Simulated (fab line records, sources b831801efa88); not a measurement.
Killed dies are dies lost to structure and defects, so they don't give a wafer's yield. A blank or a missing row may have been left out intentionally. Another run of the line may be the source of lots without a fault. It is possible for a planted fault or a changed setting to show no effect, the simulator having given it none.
fab line records + flow gf180mcu
record:
- lots: 14
- wafers: 42
- lastDay: 34
route steps=602 shown M2@368 V2@397 M3@415
lots untouched by any fault: they come from a run of this same line in which no faults occurred
startH: the number of hours between the record's first day and the start of the first shown wafer of the lot + waitH: hours from the lot's prior step to this one + " identical to the entry in the row above + L1.1+2: a row that stands for several wafers + - either no value or no given start + * or withheld: withheld + < > ~ a bound
route shown NAME@n: names a module that has steps shown in the file, with the first one's number in the route + usual: mean and standard deviation over wafers with no fault + same: alike in all rows + chamber/n: place in a boat + sites: each site's reading + _std_site: the standard deviation of these + _edge_site: inner sites' mean taken away from outer sites' mean + radiusMm: for every site, how far away it sits from the centre of the wafer + mask NAME#n: copy n + behind: the tool/chamber that last shaped the wafer + hold: why the lot was held/for how many hours/how that ended + device: transistor that didn't switch, given as n, p or np + end of line: tests of these same wafers at the route's end + for a step that has no rows: nothing shown but its recipe + killed: not the wafer's yield, but the dies lost to structure and defects at the first sort + map: the dies of a wafer, with x for killed, . for not killed, _ for no die there
set.NAME: the setting as run; set.NAME@STEP: as run at that earlier step + model.NAME: the simulator's own value behind a step, which no gauge read
one table for each step of the route and one row for each wafer, over a sample of lots
== steps ==
step: GF_M2_THK_MEAS_06
recipe:
- thkMeasGauge: xrf
- reads: AlCu_of_M2_SPUTTER_02
usual:
- M2_ALCU_THK: 442/4.7
| lot.wafer | tool         | chamber | startH | waitH | M2_ALCU_THK[nm] |
|-----------|--------------|---------|--------|-------|-----------------|
| L674.2    | filmMetro-04 | -       | 417.73 | 0.1   | 447             |
| L674.4    | "            | -       | "      | "     | 440             |
| L674.5    | "            | -       | "      | "     | 443             |
| L677.1    | filmMetro-03 | -       | 450.05 | 0.1   | 444             |
| L677.2    | "            | -       | "      | "     | 450             |
| L677.5    | "            | -       | "      | "     | 447             |
| L678.1    | filmMetro-03 | -       | 456.43 | 0.1   | 445             |
| L678.2    | "            | -       | "      | "     | 449             |
| L678.6    | "            | -       | "      | "     | 449             |
| L679.2    | filmMetro-01 | -       | 469.68 | 0.1   | 439             |
| L679.3    | "            | -       | "      | "     | 441             |
| L679.6    | "            | -       | "      | "     | 442             |
| L680.3    | filmMetro-01 | -       | 473.27 | 0.1   | 446             |
| L680.5    | "            | -       | "      | "     | 444             |
| L680.6    | "            | -       | "      | "     | 445             |
| L681.1    | filmMetro-03 | -       | 477.63 | 0.1   | 441             |
| L681.2    | "            | -       | "      | "     | 440             |
| L681.6    | "            | -       | "      | "     | 445             |
| L682.2    | filmMetro-04 | -       | 482.50 | 0.1   | 438             |
| L682.4    | "            | -       | "      | "     | 440             |
| L682.6    | "            | -       | "      | "     | 441             |
| L690.2    | filmMetro-03 | -       | 553.56 | 0.1   | 438             |
| L690.4    | "            | -       | "      | "     | 440             |
| L690.5    | "            | -       | "      | "     | 439             |
| L691.2    | filmMetro-01 | -       | 553.90 | 0.1   | 445             |
| L691.3    | "            | -       | "      | "     | 440             |
| L691.6    | "            | -       | "      | "     | 436             |
| L692.1    | filmMetro-01 | -       | 570.83 | 4.5   | 443             |
| L692.3    | "            | -       | "      | "     | 444             |
| L692.5    | "            | -       | "      | "     | 447             |
| L693.1    | filmMetro-01 | -       | 581.14 | 0.1   | 445             |
| L693.2    | "            | -       | "      | "     | 441             |
| L693.5    | "            | -       | "      | "     | 440             |
| L694.1    | filmMetro-03 | -       | 583.42 | 0.1   | 434             |
| L694.3    | "            | -       | "      | "     | 437             |
| L694.4    | "            | -       | "      | "     | 430             |
| L696.1    | filmMetro-01 | -       | 595.29 | 0.1   | 434             |
| L696.2    | "            | -       | "      | "     | 442             |
| L696.3    | "            | -       | "      | "     | 440             |
| L697.4    | filmMetro-03 | -       | 602.61 | 0.1   | 443             |
| L697.5    | "            | -       | "      | "     | 443             |
| L697.6    | "            | -       | "      | "     | 442             |
step: GF_V2_OVL_MEAS_15
usual:
- V2_OVL: -2/6.9
| lot.wafer | tool       | chamber | startH | waitH | V2_OVL[nm] |
|-----------|------------|---------|--------|-------|------------|
| L674.2    | overlay-02 | -       | 467.62 | 0.1   | -7         |
| L674.4    | "          | -       | "      | "     | 1          |
| L674.5    | "          | -       | "      | "     | -16        |
| L677.1    | overlay-01 | -       | 499.64 | 0.1   | -14        |
| L677.2    | "          | -       | "      | "     | 2          |
| L677.5    | "          | -       | "      | "     | -6         |
| L678.1    | overlay-01 | -       | 505.91 | 0.1   | -24        |
| L678.2    | "          | -       | "      | "     | 6          |
| L678.6    | "          | -       | "      | "     | -2         |
| L679.2    | overlay-01 | -       | 517.01 | 0.1   | 6          |
| L679.3    | "          | -       | "      | "     | -4         |
| L679.6    | "          | -       | "      | "     | 0          |
| L680.3    | overlay-02 | -       | 521.80 | 0.1   | 0          |
| L680.5    | "          | -       | "      | "     | -1         |
| L680.6    | "          | -       | "      | "     | 3          |
| L681.1    | overlay-02 | -       | 526.16 | 0.1   | -8         |
| L681.2    | "          | -       | "      | "     | 3          |
| L681.6    | "          | -       | "      | "     | 3          |
| L682.2    | overlay-01 | -       | 531.01 | 0.1   | -6         |
| L682.4    | "          | -       | "      | "     | -8         |
| L682.6    | "          | -       | "      | "     | -14        |
| L690.2    | overlay-02 | -       | 598.40 | 0.1   | -16        |
| L690.4    | "          | -       | "      | "     | -10        |
| L690.5    | "          | -       | "      | "     | 0          |
| L691.2    | overlay-02 | -       | 599.05 | 0.1   | -3         |
| L691.3    | "          | -       | "      | "     | 1          |
| L691.6    | "          | -       | "      | "     | 1          |
| L692.1    | overlay-02 | -       | 615.09 | 0.1   | 7          |
| L692.3    | "          | -       | "      | "     | 11         |
| L692.5    | "          | -       | "      | "     | 9          |
| L693.1    | overlay-01 | -       | 624.39 | 0.1   | 5          |
| L693.2    | "          | -       | "      | "     | -5         |
| L693.5    | "          | -       | "      | "     | 3          |
| L694.1    | overlay-01 | -       | 626.49 | 0.1   | -7         |
| L694.3    | "          | -       | "      | "     | -12        |
| L694.4    | "          | -       | "      | "     | 7          |
| L696.1    | overlay-02 | -       | 637.96 | 0.1   | -3         |
| L696.2    | "          | -       | "      | "     | 10         |
| L696.3    | "          | -       | "      | "     | -1         |
| L697.4    | overlay-01 | -       | 644.43 | 0.1   | 17         |
| L697.5    | "          | -       | "      | "     | 5          |
| L697.6    | "          | -       | "      | "     | 7          |
step: GF_V2_STRIP_19
recipe:
- chemistry: postEtchResidueRemover
- timeS: 1200
- tempC: 72.5
usual:
- bathGuardTempC: 72.6/0.39
- bathHeatDutyPct: 13.5/1.4
| lot.wafer | tool        | chamber | startH | waitH | bathGuardTempC | bathHeatDutyPct |
|-----------|-------------|---------|--------|-------|----------------|-----------------|
| L674.2    | wetBench-03 | 2       | 467.88 | 0.1   | 72.7           | 11.7            |
| L674.4    | "           | 2       | "      | "     | 72.5           | 13.5            |
| L674.5    | "           | 2       | "      | "     | 72.3           | 12.9            |
| L677.1    | wetBench-03 | 2       | 499.91 | 0.1   | 72.4           | 12.9            |
| L677.2    | "           | 2       | "      | "     | 72.3           | 13.0            |
| L677.5    | "           | 2       | "      | "     | 72.3           | 13.1            |
| L678.1    | wetBench-04 | 3       | 506.17 | 0.1   | 72.9           | 14.6            |
| L678.2    | "           | 3       | "      | "     | 72.7           | 13.9            |
| L678.6    | "           | 3       | "      | "     | 73.0           | 14.0            |
| L679.2    | wetBench-02 | 0       | 517.27 | 0.1   | 72.6           | 15.0            |
| L679.3    | "           | 0       | "      | "     | 72.5           | 15.6            |
| L679.6    | "           | 0       | "      | "     | 72.8           | 16.0            |
| L680.3    | wetBench-02 | 1       | 522.06 | 0.0   | -              | -               |
| L680.5    | "           | 1       | "      | "     | -              | -               |
| L680.6    | "           | 1       | "      | "     | -              | -               |
| L681.1    | wetBench-04 | 1       | 526.42 | 0.1   | -              | -               |
| L681.2    | "           | 1       | "      | "     | -              | -               |
| L681.6    | "           | 1       | "      | "     | -              | -               |
| L682.2    | wetBench-04 | 1       | 531.27 | 0.1   | 72.1           | 14.3            |
| L682.4    | "           | 1       | "      | "     | 72.2           | 13.8            |
| L682.6    | "           | 1       | "      | "     | 71.9           | 14.6            |
| L690.2    | wetBench-03 | 2       | 598.66 | 0.1   | 72.7           | 12.5            |
| L690.4    | "           | 2       | "      | "     | 72.5           | 12.7            |
| L690.5    | "           | 2       | "      | "     | 72.6           | 12.3            |
| L691.2    | wetBench-04 | 0       | 599.31 | 0.1   | 73.3           | 11.2            |
| L691.3    | "           | 0       | "      | "     | 73.5           | 11.8            |
| L691.6    | "           | 0       | "      | "     | 73.2           | 10.8            |
| L692.1    | wetBench-04 | 1       | 615.36 | 0.1   | 72.2           | 11.9            |
| L692.3    | "           | 1       | "      | "     | 72.0           | 12.8            |
| L692.5    | "           | 1       | "      | "     | 72.1           | 12.8            |
| L693.1    | wetBench-03 | 0       | 624.65 | 0.1   | 73.1           | 16.5            |
| L693.2    | "           | 0       | "      | "     | 73.2           | 16.0            |
| L693.5    | "           | 0       | "      | "     | 73.3           | 16.1            |
| L694.1    | wetBench-02 | 1       | 626.75 | 0.1   | 72.5           | 14.6            |
| L694.3    | "           | 1       | "      | "     | 72.6           | 14.6            |
| L694.4    | "           | 1       | "      | "     | 72.5           | 14.1            |
| L696.1    | wetBench-04 | 0       | 638.23 | 0.1   | 73.0           | 11.1            |
| L696.2    | "           | 0       | "      | "     | 73.1           | 10.9            |
| L696.3    | "           | 0       | "      | "     | 73.0           | 13.0            |
| L697.4    | wetBench-03 | 3       | 644.68 | 0.0   | 72.2           | 13.7            |
| L697.5    | "           | 3       | "      | "     | 72.7           | 14.8            |
| L697.6    | "           | 3       | "      | "     | 72.6           | 14.7            |
step: GF_M3_THK_MEAS_06
recipe:
- thkMeasGauge: xrf
- reads: AlCu_of_M3_SPUTTER_02
usual:
- M3_ALCU_THK: 442/4.8
| lot.wafer | tool         | chamber | startH | waitH | M3_ALCU_THK[nm] |
|-----------|--------------|---------|--------|-------|-----------------|
| L674.2    | filmMetro-02 | -       | 470.25 | 0.1   | 448             |
| L674.4    | "            | -       | "      | "     | 445             |
| L674.5    | "            | -       | "      | "     | 449             |
| L677.1    | filmMetro-02 | -       | 501.37 | 0.1   | 432             |
| L677.2    | "            | -       | "      | "     | 438             |
| L677.5    | "            | -       | "      | "     | 437             |
| L678.1    | filmMetro-02 | -       | 507.67 | 0.1   | 438             |
| L678.2    | "            | -       | "      | "     | 435             |
| L678.6    | "            | -       | "      | "     | 437             |
| L679.2    | filmMetro-01 | -       | 518.78 | 0.1   | 448             |
| L679.3    | "            | -       | "      | "     | 448             |
| L679.6    | "            | -       | "      | "     | 445             |
| L680.3    | filmMetro-02 | -       | 523.54 | 0.1   | 437             |
| L680.5    | "            | -       | "      | "     | 431             |
| L680.6    | "            | -       | "      | "     | 440             |
| L681.1    | filmMetro-01 | -       | 527.92 | 0.1   | 443             |
| L681.2    | "            | -       | "      | "     | 447             |
| L681.6    | "            | -       | "      | "     | 444             |
| L682.2    | filmMetro-02 | -       | 532.75 | 0.1   | 438             |
| L682.4    | "            | -       | "      | "     | 440             |
| L682.6    | "            | -       | "      | "     | 437             |
| L690.2    | filmMetro-03 | -       | 600.17 | 0.1   | 441             |
| L690.4    | "            | -       | "      | "     | 444             |
| L690.5    | "            | -       | "      | "     | 442             |
| L691.2    | filmMetro-01 | -       | 600.84 | 0.1   | 442             |
| L691.3    | "            | -       | "      | "     | 445             |
| L691.6    | "            | -       | "      | "     | 445             |
| L692.1    | filmMetro-01 | -       | 616.83 | 0.1   | 442             |
| L692.3    | "            | -       | "      | "     | 440             |
| L692.5    | "            | -       | "      | "     | 440             |
| L693.1    | filmMetro-03 | -       | 626.15 | 0.1   | 441             |
| L693.2    | "            | -       | "      | "     | 441             |
| L693.5    | "            | -       | "      | "     | 445             |
| L694.1    | filmMetro-03 | -       | 628.23 | 0.1   | 451             |
| L694.3    | "            | -       | "      | "     | 448             |
| L694.4    | "            | -       | "      | "     | 450             |
| L696.1    | filmMetro-03 | -       | 639.70 | 0.1   | 441             |
| L696.2    | "            | -       | "      | "     | 443             |
| L696.3    | "            | -       | "      | "     | 441             |
| L697.4    | filmMetro-03 | -       | 646.22 | 0.1   | 447             |
| L697.5    | "            | -       | "      | "     | 445             |
| L697.6    | "            | -       | "      | "     | 451             |
== key ==
firstSign:
- step: GF_V2_STRIP_19
- reading: toolRecord
- direction: missing
effect none on later readings
metAt GF_V2_STRIP_19
struckLots L680,L681
sortLeftOut L680.3,L680.5,L680.6,L681.1,L681.2,L681.6
notActingAt GF_M2_THK_MEAS_06,GF_V2_OVL_MEAS_15,GF_M3_THK_MEAS_06
onsetBetween 517.27 522.06
fault:
- kind: skippedStepWhole
- tool: wetBench-02,wetBench-04
- chamber: -
- onsetH: 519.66
- steps: GF_V2_STRIP_19
- scope: struckLotsOnly
sortLeftOut: the simulated sort isn't trusted on such a fault, so these wafers' sort isn't shown, and their yield isn't known
